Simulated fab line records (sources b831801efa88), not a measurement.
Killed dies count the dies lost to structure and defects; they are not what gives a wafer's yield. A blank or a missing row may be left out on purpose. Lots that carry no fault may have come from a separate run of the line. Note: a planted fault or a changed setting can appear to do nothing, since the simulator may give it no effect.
fab line records + flow sky130
record:
- lots: 6
- wafers: 18
- last-day: 50
route steps=708 shown VT_ADJUST_PCH@148 SONOS_TUNNEL@154 PAD_OPEN@708
lots untouched by any fault: they come from a run of this same line in which no faults occurred
start-h: hours from the record's first day to the start of the lot's first wafer shown + wait-h: hours elapsed since this lot's preceding step + " repeats the value in the row above + L1.1+2: a row that stands for several wafers + - no value, or no start given + * or withheld: withheld + < > ~ a bound
route shown NAME@n: a module of which the file shows steps, and the number in the route of the first + usual: average and standard deviation across the fault-free wafers + same: alike in all rows + chamber/n: place in a boat + sites: per-site readings + _std_site: their standard deviation + _edge_site: inner sites' mean taken away from outer sites' mean + radius-mm: for every site, how far away it sits from the centre of the wafer + mask NAME#n: copy n + behind: tool/chamber where the wafer was last shaped + hold: what put the lot on hold/how long, in hours/how the hold closed + device: transistor that didn't switch, given as n, p or np + end of line: the route-end tests of the same wafers + a step without rows: its recipe alone + killed: the dies lost at the first sort to structure and to defects; this is not the yield of the wafer + map: dies across one wafer; x = killed, . = not, _ = none there
set.NAME: the setting the step ran with; set.NAME@STEP: the setting that earlier step ran with + model.NAME: the simulator's own value behind a step, which no gauge read
certain route steps with their lots: each step a table, each wafer a row
services: the hour from which a tool's chamber was out of use, counted from the record's first day as start-h (under 0 if before that day), plus the number of hours and why
== steps ==
step: SKY_VT_ADJUST_PCH_PEB_05
recipe:
- temp-c: 115
- time-s: withheld
step: SKY_VT_ADJUST_PCH_DEVELOP_06
recipe:
- wall-angle-deg: 90
- developer: TMAH
- develop-time-s: 60
- dev-temp-c: 23
step: SKY_VT_ADJUST_PCH_OVL_MEAS_07
usual:
- VT_ADJUST_PCH_OVL: -0.1/1.7
| lot.wafer | tool       | chamber | start-h | wait-h | VT_ADJUST_PCH_OVL[nm] |
|-----------|------------|---------|---------|--------|-----------------------|
| L403.2    | overlay-02 | -       | 266.43  | -      | 2.3                   |
| L403.4    | "          | -       | "       | "      | 2.8                   |
| L403.5    | "          | -       | "       | "      | 2.3                   |
| L408.1    | overlay-01 | -       | 303.58  | -      | -0.8                  |
| L408.2    | "          | -       | "       | "      | 0.2                   |
| L408.6    | "          | -       | "       | "      | -0.4                  |
| L418.1    | overlay-01 | -       | 376.30  | -      | 0.1                   |
| L418.3    | "          | -       | "       | "      | 1.6                   |
| L418.5    | "          | -       | "       | "      | 1.0                   |
| L419.1    | overlay-01 | -       | 385.02  | -      | -2.4                  |
| L419.3    | "          | -       | "       | "      | -2.3                  |
| L419.5    | "          | -       | "       | "      | -2.7                  |
| L420.2    | overlay-02 | -       | 389.28  | -      | -2.7                  |
| L420.3    | "          | -       | "       | "      | 0.3                   |
| L420.6    | "          | -       | "       | "      | -4.1                  |
| L421.3    | overlay-02 | -       | 409.56  | -      | -1.9                  |
| L421.5    | "          | -       | "       | "      | -0.7                  |
| L421.6    | "          | -       | "       | "      | 0.5                   |
step: SKY_VT_ADJUST_PCH_IMPLANT_08
recipe:
- species: B
- energy-kev: 10
- dose-cm2: 5e+11
- tilt-deg: withheld
step: SKY_VT_ADJUST_PCH_STRIP_09
recipe:
- chemistry: O2/N2
- power-w: 1400
- pressure-mtorr: 1500
- platen-temp-c: withheld
- o2-flow-sccm: 3000
- n2-flow-sccm: 300
- overash-fraction: 0.5
usual:
- drypump-motor-current-A: 5.6/0.6
- n2-flow-sccm: 299.9/0.76
- oes-product-au: 0.722/0.0044
- strip-time-to-endpoint-s: 36.93/0.1
| lot.wafer | tool            | chamber | start-h | wait-h | drypump-motor-current-A | n2-flow-sccm | oes-product-au | rf-hours-counter-h | strip-time-to-endpoint-s |
|-----------|-----------------|---------|---------|--------|-------------------------|--------------|----------------|--------------------|--------------------------|
| L403.2    | plasma-asher-03 | 0       | 266.61  | 0.1    | 6.1                     | 300.9        | 0.726          | 46                 | 37.05                    |
| L403.4    | "               | 1       | "       | "      | 5.1                     | 299.5        | 0.720          | -                  | 37.06                    |
| L403.5    | "               | 1       | "       | "      | 5.1                     | 301.1        | 0.733          | -                  | 36.99                    |
| L408.1    | plasma-asher-03 | 1       | 303.76  | 0.1    | 5.1                     | 300.9        | 0.724          | 49                 | 36.88                    |
| L408.2    | "               | 0       | "       | "      | 6.1                     | 299.0        | 0.725          | 49                 | 36.93                    |
| L408.6    | "               | 1       | "       | "      | 5.1                     | 300.4        | 0.722          | -                  | 36.99                    |
| L418.1    | plasma-asher-03 | 0       | 376.48  | 0.1    | 6.1                     | 299.7        | 0.718          | 57                 | 36.95                    |
| L418.3    | "               | 0       | "       | "      | 6.1                     | 300.1        | 0.718          | -                  | 36.87                    |
| L418.5    | "               | 0       | "       | "      | 6.1                     | 298.9        | 0.717          | -                  | 36.89                    |
| L419.1    | plasma-asher-03 | 1       | 385.21  | 0.1    | 5.1                     | 300.6        | 0.729          | 57                 | 36.69                    |
| L419.3    | "               | 1       | "       | "      | 5.0                     | 299.2        | 0.725          | -                  | 36.89                    |
| L419.5    | "               | 1       | "       | "      | 5.1                     | 299.7        | 0.718          | -                  | 36.82                    |
| L420.2    | plasma-asher-02 | 0       | 389.46  | 0.1    | 4.9                     | 300.6        | 0.711          | 69                 | 36.92                    |
| L420.3    | "               | 1       | "       | "      | 5.6                     | 300.3        | 0.723          | -                  | 36.96                    |
| L420.6    | "               | 0       | "       | "      | 4.9                     | 301.1        | 0.727          | -                  | 36.98                    |
| L421.3    | plasma-asher-02 | 1       | 409.77  | 0.1    | 5.6                     | 301.3        | 0.720          | -                  | 36.96                    |
| L421.5    | "               | 0       | "       | "      | 4.9                     | 300.9        | 0.721          | -                  | 36.88                    |
| L421.6    | "               | 1       | "       | "      | 5.6                     | 302.0        | 0.722          | -                  | 37.08                    |
step: SKY_VT_ADJUST_PCH_TW_MEAS_10
usual:
- VT_ADJUST_PCH_TW: 143.0/0.98
| lot.wafer | tool          | chamber | start-h | wait-h | VT_ADJUST_PCH_TW |
|-----------|---------------|---------|---------|--------|------------------|
| L403.2    | film-metro-03 | -       | 266.72  | 0.1    | 144.3            |
| L403.4    | "             | -       | "       | "      | 145.0            |
| L403.5    | "             | -       | "       | "      | 144.7            |
| L408.1    | film-metro-03 | -       | 303.86  | 0.1    | 143.6            |
| L408.2    | "             | -       | "       | "      | 144.3            |
| L408.6    | "             | -       | "       | "      | 144.5            |
| L418.1    | film-metro-04 | -       | 376.58  | 0.1    | 142.1            |
| L418.3    | "             | -       | "       | "      | 142.6            |
| L418.5    | "             | -       | "       | "      | 142.2            |
| L419.1    | film-metro-03 | -       | 385.31  | 0.1    | 144.0            |
| L419.3    | "             | -       | "       | "      | 143.3            |
| L419.5    | "             | -       | "       | "      | 142.6            |
| L420.2    | film-metro-03 | -       | 389.57  | 0.1    | 143.2            |
| L420.3    | "             | -       | "       | "      | 143.8            |
| L420.6    | "             | -       | "       | "      | 143.2            |
| L421.3    | film-metro-04 | -       | 409.85  | 0.1    | 142.6            |
| L421.5    | "             | -       | "       | "      | 142.7            |
| L421.6    | "             | -       | "       | "      | 142.5            |
step: SKY_SONOS_TUNNEL_DEHYDRATE_00
recipe:
- temp-c: 200
- time-s: 60
step: SKY_SONOS_TUNNEL_HMDS_01
recipe:
- prime-time-s: 60
- prime-temp-c: 120
step: SKY_SONOS_TUNNEL_COAT_02
recipe:
- resist: NOVOLAK
- spin-rpm: 3000
- resist-thk-nm: 1140
step: SKY_SONOS_TUNNEL_SOFTBAKE_03
recipe:
- temp-c: 90
- time-s: 60
- resist: NOVOLAK
step: SKY_SONOS_TUNNEL_EXPOSE_04
recipe:
- mask-id: TUNM
- na: 0.6
- source-shape: conventional
- sigma-outer: 0.6
- polarization: unpolarized
- target-cd-nm: 410
- dose-mj: 136
step: SKY_SONOS_TUNNEL_PEB_05
recipe:
- temp-c: withheld
- time-s: *
- resist: NOVOLAK
step: SKY_SONOS_TUNNEL_DEVELOP_06
recipe:
- resist: NOVOLAK
- developer: TMAH
- develop-time-s: 60
- dev-temp-c: 23
usual:
- developer-temp-C: 23.01/0.12
- resist-line-temp-C: 23.03/0.096
| lot.wafer | tool           | chamber | start-h | wait-h | developer-temp-C | resist-line-temp-C |
|-----------|----------------|---------|---------|--------|------------------|--------------------|
| L403.2    | litho-track-04 | 0       | 290.90  | 0.1    | 23.09            | 23.07              |
| L403.4    | "              | 0       | "       | "      | 23.17            | 23.03              |
| L403.5    | "              | 0       | "       | "      | 23.09            | 23.07              |
| L408.1    | litho-track-03 | 0       | 329.56  | 0.1    | 22.90            | 22.95              |
| L408.2    | "              | 0       | "       | "      | 22.87            | 22.99              |
| L408.6    | "              | 0       | "       | "      | 22.93            | 22.89              |
| L418.1    | litho-track-04 | 0       | 405.78  | 0.1    | 20.72            | 22.83              |
| L418.3    | "              | 0       | "       | "      | 20.77            | 23.05              |
| L418.5    | "              | 0       | "       | "      | 20.72            | 22.83              |
| L419.1    | litho-track-04 | 0       | 414.33  | 0.1    | 20.79            | 22.96              |
| L419.3    | "              | 0       | "       | "      | 20.78            | 22.99              |
| L419.5    | "              | 0       | "       | "      | 20.61            | 22.98              |
| L420.2    | litho-track-01 | 0       | 419.17  | 0.1    | 23.01            | 22.97              |
| L420.3    | "              | 0       | "       | "      | 23.08            | 22.95              |
| L420.6    | "              | 0       | "       | "      | 22.81            | 22.81              |
| L421.3    | litho-track-03 | 0       | 440.06  | 0.1    | 23.25            | 23.01              |
| L421.5    | "              | 0       | "       | "      | 23.19            | 22.99              |
| L421.6    | "              | 0       | "       | "      | 23.13            | 23.12              |
step: SKY_SONOS_TUNNEL_CD_MEAS_07
recipe:
- target-cd-nm: 410
usual:
- cd-nm: 410.0/2.4
| lot.wafer | tool      | chamber | start-h | wait-h | cd-nm |
|-----------|-----------|---------|---------|--------|-------|
| L403.2    | cd-sem-02 | -       | 291.05  | 0.1    | 407.0 |
| L403.4    | "         | -       | "       | "      | 406.6 |
| L403.5    | "         | -       | "       | "      | 406.1 |
| L408.1    | cd-sem-01 | -       | 329.71  | 0.1    | 406.0 |
| L408.2    | "         | -       | "       | "      | 406.8 |
| L408.6    | "         | -       | "       | "      | 406.3 |
| L418.1    | cd-sem-01 | -       | 405.93  | 0.1    | 413.6 |
| L418.3    | "         | -       | "       | "      | 415.4 |
| L418.5    | "         | -       | "       | "      | 415.6 |
| L419.1    | cd-sem-01 | -       | 414.48  | 0.1    | 416.5 |
| L419.3    | "         | -       | "       | "      | 417.9 |
| L419.5    | "         | -       | "       | "      | 417.2 |
| L420.2    | cd-sem-01 | -       | 419.32  | 0.1    | 410.5 |
| L420.3    | "         | -       | "       | "      | 409.5 |
| L420.6    | "         | -       | "       | "      | 411.9 |
| L421.3    | cd-sem-01 | -       | 440.20  | 0.1    | 413.6 |
| L421.5    | "         | -       | "       | "      | 409.9 |
| L421.6    | "         | -       | "       | "      | 411.9 |
step: SKY_SONOS_TUNNEL_OVL_MEAS_08
usual:
- SONOS_TUNNEL_OVL: -0.4/1.3
| lot.wafer | tool       | chamber | start-h | wait-h | SONOS_TUNNEL_OVL[nm] |
|-----------|------------|---------|---------|--------|----------------------|
| L403.2    | overlay-01 | -       | 291.15  | 0.1    | -0.2                 |
| L403.4    | "          | -       | "       | "      | -0.6                 |
| L403.5    | "          | -       | "       | "      | -0.5                 |
| L408.1    | overlay-02 | -       | 329.83  | 0.1    | -1.7                 |
| L408.2    | "          | -       | "       | "      | -2.2                 |
| L408.6    | "          | -       | "       | "      | -1.6                 |
| L418.1    | overlay-01 | -       | 406.05  | 0.1    | 1.8                  |
| L418.3    | "          | -       | "       | "      | 1.2                  |
| L418.5    | "          | -       | "       | "      | 2.3                  |
| L419.1    | overlay-01 | -       | 414.60  | 0.1    | -2.1                 |
| L419.3    | "          | -       | "       | "      | 0.7                  |
| L419.5    | "          | -       | "       | "      | -0.6                 |
| L420.2    | overlay-01 | -       | 419.42  | 0.1    | -1.2                 |
| L420.3    | "          | -       | "       | "      | -0.9                 |
| L420.6    | "          | -       | "       | "      | -1.1                 |
| L421.3    | overlay-01 | -       | 440.30  | 0.1    | -2.4                 |
| L421.5    | "          | -       | "       | "      | -0.4                 |
| L421.6    | "          | -       | "       | "      | 1.3                  |
step: SKY_PAD_OPEN_PROBE_99
usual:
- killed_at_M0_to_M3: 44/6.9
- killed_at_M4_up: 3.3/2
- killed-at-contacts: 25/5.4
- killed-at-front-end: 16/4.6
- killed-at-other: 0.2/0.51
- killed-dies: 88/8.9
- killed-open: 48/6.8
- killed-short: 39/5.8
same:
- gross-dies: 492
- killed-at-back-side: 0
| lot.wafer | tool      | chamber | start-h | wait-h | killed_at_M0_to_M3 | killed_at_M4_up | killed-at-contacts | killed-at-front-end | killed-at-other | killed-dies | killed-open | killed-short |
|-----------|-----------|---------|---------|--------|--------------------|-----------------|--------------------|---------------------|-----------------|-------------|-------------|--------------|
| L403.2    | prober-01 | -       | 1113.62 | 0.1    | 54                 | 6               | 36                 | 24                  | 1               | 121         | 64          | 57           |
| L403.4    | prober-01 | -       | 1113.72 | 0.2    | 40                 | 4               | 19                 | 11                  | 1               | 75          | 43          | 31           |
| L403.5    | prober-01 | -       | 1113.77 | 0.2    | 51                 | 2               | 19                 | 22                  | 1               | 95          | 48          | 46           |
| L418.1    | prober-01 | -       | 1196.78 | 0.1    | 40                 | 5               | 22                 | 14                  | 1               | 82          | 45          | 36           |
| L418.3    | prober-01 | -       | 1196.88 | 0.2    | 37                 | 5               | 31                 | 11                  | 0               | 84          | 52          | 32           |
| L418.5    | prober-01 | -       | 1196.98 | 0.2    | 48                 | 9               | 14                 | 9                   | 0               | 80          | 46          | 34           |
| L419.1    | prober-01 | -       | 1198.28 | 0.1    | 47                 | 7               | 12                 | 22                  | 0               | 88          | 43          | 44           |
| L419.3    | prober-01 | -       | 1198.38 | 0.2    | 50                 | 1               | 17                 | 11                  | 0               | 79          | 45          | 34           |
| L419.5    | prober-01 | -       | 1198.48 | 0.2    | 62                 | 1               | 26                 | 9                   | 0               | 98          | 53          | 45           |
killed by level:class
L403.2 CONTACT:geometric-particle:open=19 VIA1:geometric-particle:open=10 FIELD_ISO:geometric-particle:short=8 METAL2:geometric-particle:short=8 VIA3:geometric-particle:open=7 VIA3:geometric-particle:short=7 POLY_GATE:geometric-particle:open=6 LI_CONTACT:geometric-particle:open=6
L403.4 CONTACT:geometric-particle:open=10 VIA1:geometric-particle:open=7 METAL1:geometric-particle:short=5 METAL2:geometric-particle:short=5 LI_CONTACT:geometric-particle:open=4 VIA3:geometric-particle:short=4 VIA3:geometric-particle:open=4 FIELD_ISO:geometric-particle:open=3
L403.5 CONTACT:geometric-particle:open=9 METAL2:geometric-particle:short=9 VIA1:geometric-particle:open=8 VIA2:geometric-particle:open=8 FIELD_ISO:geometric-particle:short=7 VIA2:geometric-particle:short=7 POLY_GATE:geometric-particle:open=5 METAL2:geometric-particle:open=5
L418.1 VIA1:geometric-particle:open=8 CONTACT:geometric-particle:open=7 LI_CONTACT:geometric-particle:open=6 VIA2:geometric-particle:open=6 VIA2:geometric-particle:short=5 VIA3:geometric-particle:open=5 VIA1:geometric-particle:short=5 FIELD_ISO:geometric-particle:short=4
L418.3 CONTACT:geometric-particle:open=12 VIA2:geometric-particle:open=9 LI_CONTACT:geometric-particle:open=8 VIA1:geometric-particle:open=7 VIA3:geometric-particle:open=6 LOCAL_INTERCONNECT:geometric-particle:short=5 METAL4:geometric-particle:short=5 LI_CONTACT:geometric-particle:short=4
L418.5 VIA2:geometric-particle:open=10 CONTACT:geometric-particle:open=9 VIA1:geometric-particle:open=9 VIA3:geometric-particle:open=7 METAL4:geometric-particle:short=7 FIELD_ISO:geometric-particle:short=5 METAL2:geometric-particle:short=5 METAL1:geometric-particle:short=4
L419.1 VIA1:geometric-particle:open=17 FIELD_ISO:geometric-particle:short=6 CONTACT:geometric-particle:open=6 VIA2:geometric-particle:open=6 FIELD_ISO:geometric-particle:open=5 POLY_GATE:geometric-particle:short=5 VIA1:geometric-particle:short=5 VIA2:geometric-particle:short=5
L419.3 VIA3:geometric-particle:open=10 VIA2:geometric-particle:open=8 VIA1:geometric-particle:open=8 LOCAL_INTERCONNECT:geometric-particle:short=5 METAL1:geometric-particle:short=5 LI_CONTACT:geometric-particle:open=4 CONTACT:geometric-particle:open=4 CONTACT:geometric-particle:short=4
L419.5 VIA1:geometric-particle:open=14 METAL2:geometric-particle:short=10 CONTACT:geometric-particle:open=8 LI_CONTACT:geometric-particle:open=8 VIA1:geometric-particle:short=8 VIA2:geometric-particle:open=7 VIA3:geometric-particle:open=7 CONTACT:geometric-particle:short=6
== services ==
| tool            | chamber | start-h | hours | kind       |
|-----------------|---------|---------|-------|------------|
| plasma-asher-02 | -       | 421.25  | 9.0   | pm         |
| plasma-asher-02 | 0       | 421.25  | 9.0   | vent-cycle |
| plasma-asher-02 | 1       | 421.25  | 9.0   | vent-cycle |
| plasma-asher-02 | 0       | 430.25  | -     | clean      |
| plasma-asher-02 | 1       | 430.25  | -     | clean      |
== key ==
first-sign:
- step: SKY_SONOS_TUNNEL_DEVELOP_06
- reading: developer-temp-C
- direction: down
- sigmas: 20
- usual: *
- struck: *
effect:
- step: SKY_SONOS_TUNNEL_CD_MEAS_07
- reading: cd-nm
- direction: up
- sigmas: 2.6
- usual: 410.0
- struck: 416.0
met-at SKY_SONOS_TUNNEL_DEVELOP_06
struck-wafers L418.1,L418.3,L418.5,L419.1,L419.3,L419.5
tester-left-out L418,L419
onset-between 290.90 405.78
fault:
- kind: process-parameter-drift
- tool: litho-track-04
- chamber: -
- onset-h: 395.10
- steps: SKY_SONOS_TUNNEL_DEVELOP_06
- channel: dev-temp-c
- offset: *
- shape: step
- end-h: 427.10
- acts-in: *
- stated: *
tester-left-out: of these lots the tester's yield and bins aren't shown, on N5 and GAA mostly nor the transistor test; their killed dies are dies lost to structure and defects alone, not to doping, threshold or leakage, so they don't give the yield
